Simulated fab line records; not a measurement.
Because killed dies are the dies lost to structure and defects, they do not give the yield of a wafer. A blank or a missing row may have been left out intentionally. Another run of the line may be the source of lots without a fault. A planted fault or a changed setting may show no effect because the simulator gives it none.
Check for tools in common + flow gf180mcu + 36 wafers sampled across 12 lots

## REASON FOR OPENING
2 of 12 lots carry a flag on the reading HV_LDD_CVD_56_THK at GF_HV_LDD_THK_MEAS_57. Fault-free wafers read 89.8 nm, with a standard deviation of 0.88.
Rule: a lot is flagged when every wafer of it that has a number lies more than 4 standard deviations from that mean, or none has a number. The other lots count as sound.

| lot  | measured     | on            | HV_LDD_CVD_56_THK (nm), wafer by wafer | flag    |
|------|--------------|---------------|----------------------------------------|---------|
| L279 | day 12 19:04 | film_metro-02 | 91.8 91.1 91.5                         |         |
| L280 | day 13 01:51 | film_metro-03 | 89.9 89.8 90.0                         |         |
| L281 | day 13 11:19 | film_metro-02 | 89.9 89.9 90.0                         |         |
| L282 | day 13 13:49 | film_metro-03 | 90.7 89.7 89.8                         |         |
| L283 | day 13 18:17 | film_metro-01 | 90.6 90.3 90.8                         |         |
| L284 | day 14 02:34 | film_metro-01 | 90.3 91.4 90.7                         |         |
| L290 | day 16 06:23 | film_metro-03 | 89.8 88.8 89.0                         |         |
| L291 | day 16 17:47 | film_metro-03 | 98.9 99.8 99.9                         | FLAGGED |
| L292 | day 17 06:03 | film_metro-03 | 99.5 98.8 99.0                         | FLAGGED |
| L300 | day 19 12:23 | film_metro-01 | 89.7 89.6 90.0                         |         |
| L301 | day 19 22:02 | film_metro-01 | 89.4 88.1 88.9                         |         |
| L302 | day 20 04:20 | film_metro-02 | 89.1 89.3 89.8                         |         |
The numbers of the flagged lots are 99.3 nm on average: +9.5 nm against the usual, or +11 standard deviations.

## WHICH TOOL RAN EACH LOT
Before the reading, the record contains 2 process steps out of a 602-step route. Every cell lists first the tool, next ch and the chambers used by the sampled wafers, and last the start.
| lot  | flag    | GF_HV_LDD_RTA_52                 | GF_HV_LDD_CVD_56            |
|------|---------|----------------------------------|-----------------------------|
| L279 |         | rtp_anneal-01 ch 0, day 12 16:22 | lpcvd-02 ch 1, day 12 17:37 |
| L280 |         | rtp_anneal-02 ch 0, day 12 23:10 | lpcvd-01 ch 0, day 13 00:26 |
| L281 |         | rtp_anneal-02 ch 0, day 13 08:34 | lpcvd-02 ch 1, day 13 09:52 |
| L282 |         | rtp_anneal-02 ch 0, day 13 10:43 | lpcvd-02 ch 1, day 13 12:23 |
| L283 |         | rtp_anneal-02 ch 0, day 13 15:35 | lpcvd-01 ch 1, day 13 16:51 |
| L284 |         | rtp_anneal-01 ch 0, day 13 23:52 | lpcvd-01 ch 1, day 14 01:06 |
| L290 |         | rtp_anneal-01 ch 0, day 16 03:41 | lpcvd-01 ch 0, day 16 04:57 |
| L291 | FLAGGED | rtp_anneal-01 ch 0, day 16 15:05 | lpcvd-01 ch 0, day 16 16:21 |
| L292 | FLAGGED | rtp_anneal-01 ch 0, day 17 03:21 | lpcvd-01 ch 0, day 17 04:37 |
| L300 |         | rtp_anneal-02 ch 0, day 19 09:42 | lpcvd-02 ch 1, day 19 10:57 |
| L301 |         | rtp_anneal-02 ch 0, day 19 19:21 | lpcvd-02 ch 0, day 19 20:36 |
| L302 |         | rtp_anneal-02 ch 0, day 20 01:38 | lpcvd-02 ch 0, day 20 02:53 |
What is done by these steps:
- GF_HV_LDD_RTA_52: time 10 s.
- GF_HV_LDD_CVD_56: deposits Si3N4 from DCS/NH3, target thk 90 nm, time 1543 s.
- GF_HV_LDD_THK_MEAS_57

## FLAGGED OVER TOTAL, TOOL BY TOOL (the gauges that took the reading come last)
| step                  | tool          | lots run | flagged | share of the flagged lots | sound lots run after its first flagged lot |
|-----------------------|---------------|----------|---------|---------------------------|--------------------------------------------|
| GF_HV_LDD_RTA_52      | rtp_anneal-01 | 5        | 2       | all                       | 0                                          |
| GF_HV_LDD_RTA_52      | rtp_anneal-02 | 7        | 0       | none                      | -                                          |
| GF_HV_LDD_CVD_56      | lpcvd-01      | 6        | 2       | all                       | 0                                          |
| GF_HV_LDD_CVD_56      | lpcvd-02      | 6        | 0       | none                      | -                                          |
| GF_HV_LDD_THK_MEAS_57 | film_metro-01 | 4        | 0       | none                      | -                                          |
| GF_HV_LDD_THK_MEAS_57 | film_metro-02 | 3        | 0       | none                      | -                                          |
| GF_HV_LDD_THK_MEAS_57 | film_metro-03 | 5        | 2       | all                       | 0                                          |

## WHAT THE TABLE PERMITS
Rows of the table that ran every flagged lot, 3 in all: rtp_anneal-01 at GF_HV_LDD_RTA_52, lpcvd-01 at GF_HV_LDD_CVD_56, film_metro-03 at GF_HV_LDD_THK_MEAS_57.
- rtp_anneal-01 at GF_HV_LDD_RTA_52: 2 of its 5 lots flagged. A fault beginning between L290 (day 16 03:41), its last sound lot, and L291 (day 16 15:05), its first flagged one, fits the data.
- lpcvd-01 at GF_HV_LDD_CVD_56: 2 of its 6 lots flagged. A fault beginning between L290 (day 16 04:57), its last sound lot, and L291 (day 16 16:21), its first flagged one, fits the data.
- film_metro-03 at GF_HV_LDD_THK_MEAS_57: 2 of its 5 lots flagged. A fault beginning between L290 (day 16 06:23), its last sound lot, and L291 (day 16 17:47), its first flagged one, fits the data.
These 3 tools cannot be told apart by counting lots, since each of them fits a fault that started at some hour. More lots, or a look at what each step does to the wafer, might.

## WHAT HAD BEEN PUT IN BY THE SIMULATOR
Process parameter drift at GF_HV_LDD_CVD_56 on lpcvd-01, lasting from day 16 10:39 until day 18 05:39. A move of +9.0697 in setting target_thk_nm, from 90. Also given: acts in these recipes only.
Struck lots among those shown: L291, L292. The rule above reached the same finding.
